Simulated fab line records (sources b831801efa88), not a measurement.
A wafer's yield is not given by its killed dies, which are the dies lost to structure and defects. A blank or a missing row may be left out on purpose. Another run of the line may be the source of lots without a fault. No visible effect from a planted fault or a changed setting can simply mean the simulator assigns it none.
A single fault, viewed from 2 desks ; flow sfq line ; what lay behind the numbers comes last; until then each desk has only its own

== THE TOOL OWNER'S DESK: cmp-01 ==
The tool's own readings at SFQ_TRILAYER_I7_CMP_CMP_184 (polishes SiO2): means of the sampled wafers that have a number, for each lot that ran on this tool. A lot is out of limits, marked OUT, if its mean lies more than 4 standard deviations from the usual mean; the brackets give that distance.
Columns: A = head pressure psi at SFQ_TRILAYER_I7_CMP_CMP_184, usual 3.000 psi; B = motor current A at SFQ_TRILAYER_I7_CMP_CMP_184, usual 10.1 A; C = platen rpm at SFQ_TRILAYER_I7_CMP_CMP_184, usual 60.01 rpm; D = slurry flow ml min at SFQ_TRILAYER_I7_CMP_CMP_184, usual 150.1; E = time to endpoint s at SFQ_TRILAYER_I7_CMP_CMP_184, usual 215 s
lot;first seen here;A;B;C;D;E
L757;day 77 23:21;3.000;11.2;59.98;149.6;216
L760;day 78 07:51;3.003;11.0;60.04;150.2;215
L764;day 78 19:51;3.005;9.9;59.99;150.0;252 (+5.2) OUT
L765;day 78 21:51;2.993;10.1;60.01;149.8;244 (+4.1) OUT
This desk's verdict: out of limits on L764, L765, starting with L764 at day 78 19:51 (time to endpoint s at SFQ_TRILAYER_I7_CMP_CMP_184). In limits: L757, L760.

== METROLOGY DESK ==
What the gauges read for every lot (on any tool): the sampled wafers with a number, averaged. A lot is out of limits, marked OUT, if its mean lies more than 4 standard deviations from the usual mean; the brackets give that distance.
Columns: A = M7_OVL at SFQ_M7_OVL_MEAS_945, usual 0 nm; B = I7_BOW at SFQ_I7_BOW_MEAS_946, usual 9 um; C = I7_OVL at SFQ_I7_OVL_MEAS_947, usual -2 nm; D = M8_OVL at SFQ_M8_OVL_MEAS_948, usual -2 nm; E = M8_AU_RS at SFQ_M8_RS_MEAS_949, usual 0.1530 ohm/sq; F = M8_AU_THK at SFQ_M8_THK_MEAS_950, usual 180.2 nm; G = M8_BOW at SFQ_M8_BOW_MEAS_951, usual 9 um
lot;first seen here;A;B;C;D;E;F;G
L757;day 77 05:35;6;16;-2;3;0.1523;181.0;17
L760;day 77 15:10;-6;15;-9;1;0.1541;179.7;15
L764;day 78 03:13;6;5;-9;-9;0.1542;178.8;6
L765;day 78 07:32;3;20;3;1;0.1506;183.5;19
L775;day 87 11:31;3;6;-9;-4;0.1512;181.9;7
L776;day 88 12:43;2;13;-5;2;0.1555;177.2;12
Finding of this desk: none of the 6 lots has anything out of limits.

== TAKEN TOGETHER ==
An alarm could have come from the tool owner's desk at day 78 19:51, on L764, L765.
The metrology desk saw nothing out of limits.
The metrology desk has L764, L765 on record, within its limits.
The lots listed all ran SFQ_TRILAYER_I7_CMP_CMP_184 on cmp-01.

== WHAT THE SIMULATOR HAD PUT IN ==
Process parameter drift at SFQ_TRILAYER_I7_CMP_CMP_184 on cmp-01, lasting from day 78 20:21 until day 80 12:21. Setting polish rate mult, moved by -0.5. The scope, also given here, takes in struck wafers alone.
Lots struck among those shown: L764, L765.
